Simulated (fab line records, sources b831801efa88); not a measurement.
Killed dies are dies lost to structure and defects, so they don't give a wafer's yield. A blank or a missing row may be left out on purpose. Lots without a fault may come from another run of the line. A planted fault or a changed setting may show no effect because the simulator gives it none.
A struck lot beside a sound one | flow gf180mcu | 16 steps out of a route of 602
Sound: wafers L898.1, L898.2, L898.4. Struck: wafers L888.3, L888.5, L888.6. The cause comes at the end.
At each step with rows: each side's tool, then ch and its chambers, then its first start. Under that, the readings that differ: sound wafers | struck wafers | difference of the means | sigmas: that difference in standard deviations of wafers without a fault.
alike: readings whose means differ by less than 2 such deviations, and words and numbers that are the same on both sides. not compared: withheld readings, readings that some wafer has no value for, bounds like >300 that may hide the same value, and numbers for which the record gives no deviation and whose values overlap.
The two part at a step that has a row with sigmas, a row that says differs or no value, or rows on one side only. Numbers that don't overlap but have no deviation are shown without sigmas and don't part them. A reading that every wafer of one side lacks parts them only if that side has two wafers or more.

GF_VT_IMPLANT_OVL_MEAS_29:
  sound on overlay-01, day 10 06:21; struck on overlay-01, day 7 09:22
  reading                | sound         | struck         | difference | sigmas
  VT_IMPLANT_02_OVL (nm) | -1.2 0.4 -0.2 | -2.8 -3.4 -3.7 | -3.0       | -2
then, 1 step without rows for these wafers: GF_VT_IMPLANT_IMPLANT_30.
GF_VT_IMPLANT_STRIP_31: strips in O2/N2.
  sound on plasma_asher-04 ch 0,1, day 10 06:32; struck on plasma_asher-03 ch 0,1, day 7 09:35
  alike: drypump_motor_current_A, heater_power_w, oes_product_au, strip_time_to_endpoint_s
  not compared: rf_hours_counter_h
GF_VT_IMPLANT_TW_MEAS_32:
  sound on film_metro-01, day 10 06:38; struck on film_metro-01, day 7 09:40
  alike: VT_IMPLANT_3_TW
then, 7 steps without rows for these wafers: GF_VT_IMPLANT_DEHYDRATE_33 (time 60 s); GF_VT_IMPLANT_HMDS_34 (prime time 60 s); GF_VT_IMPLANT_COAT_35 (resist thk 1000 nm); GF_VT_IMPLANT_SOFTBAKE_36 (time 60 s); GF_VT_IMPLANT_EXPOSE_37 (exposes mask Nwell HV AREA, target cd 860 nm); GF_VT_IMPLANT_PEB_38; GF_VT_IMPLANT_DEVELOP_39 (develop time 60 s).
GF_VT_IMPLANT_OVL_MEAS_40:
  sound on overlay-02, day 10 23:48; struck on overlay-01, day 8 01:46
  alike: VT_IMPLANT_03_OVL
GF_VT_IMPLANT_IMPLANT_41:
  sound on implanter-02 ch 0, day 10 23:50; struck on implanter-01, day 8 01:51
  no value came back on the struck wafers for beam_energy_keV, beam_on_s (s); on the sound wafers beam_energy_keV reads 69.997 69.994 69.970
GF_VT_IMPLANT_STRIP_42: strips in O2/N2.
  sound on plasma_asher-04 ch 0,1, day 10 23:59; struck on plasma_asher-04 ch 0,1, day 8 01:59
  alike: drypump_motor_current_A, heater_power_w, oes_product_au, strip_time_to_endpoint_s
  not compared: rf_hours_counter_h
GF_VT_IMPLANT_TW_MEAS_43:
  sound on film_metro-01, day 11 00:05; struck on film_metro-02, day 8 02:04
  reading         | sound       | struck   | difference | sigmas
  VT_IMPLANT_4_TW | 699 693 697 | 30 30 30 | -666       | -99 or more
then, 1 step without rows for these wafers: GF_VT_IMPLANT_CLEAN_44 (cleans in SC1/SC2, time 150 s).

WHERE THEY PART
First at GF_VT_IMPLANT_OVL_MEAS_29; last, within this record, at GF_VT_IMPLANT_TW_MEAS_43.

WHY: what the simulator had put in
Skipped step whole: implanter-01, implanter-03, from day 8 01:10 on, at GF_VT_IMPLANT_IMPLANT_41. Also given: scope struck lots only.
